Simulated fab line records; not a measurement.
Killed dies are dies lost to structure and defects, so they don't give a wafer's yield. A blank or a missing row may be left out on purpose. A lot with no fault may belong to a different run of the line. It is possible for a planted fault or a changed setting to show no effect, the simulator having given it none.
Check of tool commonality + flow sky130 + 10 lots, 36 wafers sampled

## REASON IT WAS OPENED
At SKY_VIA4_RS_MEAS_19 the reading VIA4_W_RS is flagged on 2 of 10 lots. No-fault wafers: 0.224 ohm/sq, standard deviation 0.0036.
Rule: a lot is flagged when every wafer of it that has a number lies more than 4 standard deviations from that mean, or none has a number. The rest of the lots are taken to be sound.

| lot  | measured     | on            | VIA4_W_RS (ohm/sq), wafer by wafer  | flag    |
|------|--------------|---------------|-------------------------------------|---------|
| L917 | day 42 22:48 | film_metro-04 | 0.225 0.228 0.227                   |         |
| L919 | day 43 05:29 | film_metro-04 | 0.232 0.231 0.230                   |         |
| L921 | day 44 03:31 | film_metro-02 | 0.223 0.222 0.231                   |         |
| L932 | day 47 07:19 | film_metro-02 | 0.339 0.341 0.346 0.338 0.342 0.345 | FLAGGED |
| L928 | day 47 10:57 | film_metro-04 | 0.341 0.338 0.341 0.340 0.339 0.341 | FLAGGED |
| L929 | day 47 16:39 | film_metro-04 | 0.224 0.217 0.219                   |         |
| L934 | day 47 23:27 | film_metro-04 | 0.222 0.227 0.222                   |         |
| L935 | day 47 23:37 | film_metro-03 | 0.227 0.219 0.227                   |         |
| L936 | day 48 03:56 | film_metro-03 | 0.218 0.216 0.216                   |         |
| L939 | day 48 18:56 | film_metro-03 | 0.219 0.229 0.221                   |         |
The numbers of the flagged lots are 0.341 ohm/sq on average: +0.117 ohm/sq against the usual, or +32 standard deviations.

## LOT BY LOT: THE TOOL USED
The record holds 1 process step before the reading, out of a route of 708 steps. Each cell gives the tool, then ch followed by the chambers the sampled wafers passed through, then the start.
| lot  | flag    | SKY_VIA4_CVD_18               |
|------|---------|-------------------------------|
| L917 |         | cvd_w-01 ch 0,1, day 42 22:40 |
| L919 |         | cvd_w-01 ch 0,1, day 43 05:20 |
| L921 |         | cvd_w-02 ch 0,1, day 44 03:20 |
| L932 | FLAGGED | cvd_w-01 ch 0,1, day 47 07:10 |
| L928 | FLAGGED | cvd_w-01 ch 0,1, day 47 10:48 |
| L929 |         | cvd_w-02 ch 0,1, day 47 16:30 |
| L934 |         | cvd_w-02 ch 0,1, day 47 23:18 |
| L935 |         | cvd_w-02 ch 0,1, day 47 23:28 |
| L936 |         | cvd_w-02 ch 1, day 48 03:46   |
| L939 |         | cvd_w-02 ch 0,1, day 48 18:46 |
What the steps here do:
- SKY_VIA4_CVD_18: deposits W, target thk 505 nm, time 152.14 s.
- SKY_VIA4_RS_MEAS_19: measures by four-point-probe.

## FLAGGED AGAINST TOTAL, ONE TOOL AT A TIME (gauges that did the reading follow at the end)
| step                | tool          | lots run | flagged | share of the flagged lots | sound lots run after its first flagged lot |
|---------------------|---------------|----------|---------|---------------------------|--------------------------------------------|
| SKY_VIA4_CVD_18     | cvd_w-01      | 4        | 2       | all                       | 0                                          |
| SKY_VIA4_CVD_18     | cvd_w-02      | 6        | 0       | none                      | -                                          |
| SKY_VIA4_RS_MEAS_19 | film_metro-02 | 2        | 1       | some                      | 0                                          |
| SKY_VIA4_RS_MEAS_19 | film_metro-03 | 3        | 0       | none                      | -                                          |
| SKY_VIA4_RS_MEAS_19 | film_metro-04 | 5        | 1       | some                      | 2 (L929,L934)                              |

## WHAT THE TABLE PERMITS
1 row of the table ran every flagged lot: cvd_w-01 at SKY_VIA4_CVD_18.
- cvd_w-01 at SKY_VIA4_CVD_18 ran 4 lots, 2 of them flagged. Last sound lot L919 at day 43 05:20, first flagged lot L932 at day 47 07:10; a fault beginning in between fits. Its own readings lie more than 4 standard deviations out on every wafer of the flagged lots: susceptor_temp_C.
What remains is a single tool, cvd_w-01 at SKY_VIA4_CVD_18.

## WHAT THE SIMULATOR HAD PUT IN
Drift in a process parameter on cvd_w-01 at SKY_VIA4_CVD_18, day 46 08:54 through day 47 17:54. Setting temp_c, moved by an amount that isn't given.
Shown lots that were struck: L932, L928. The rule given above showed the same thing.
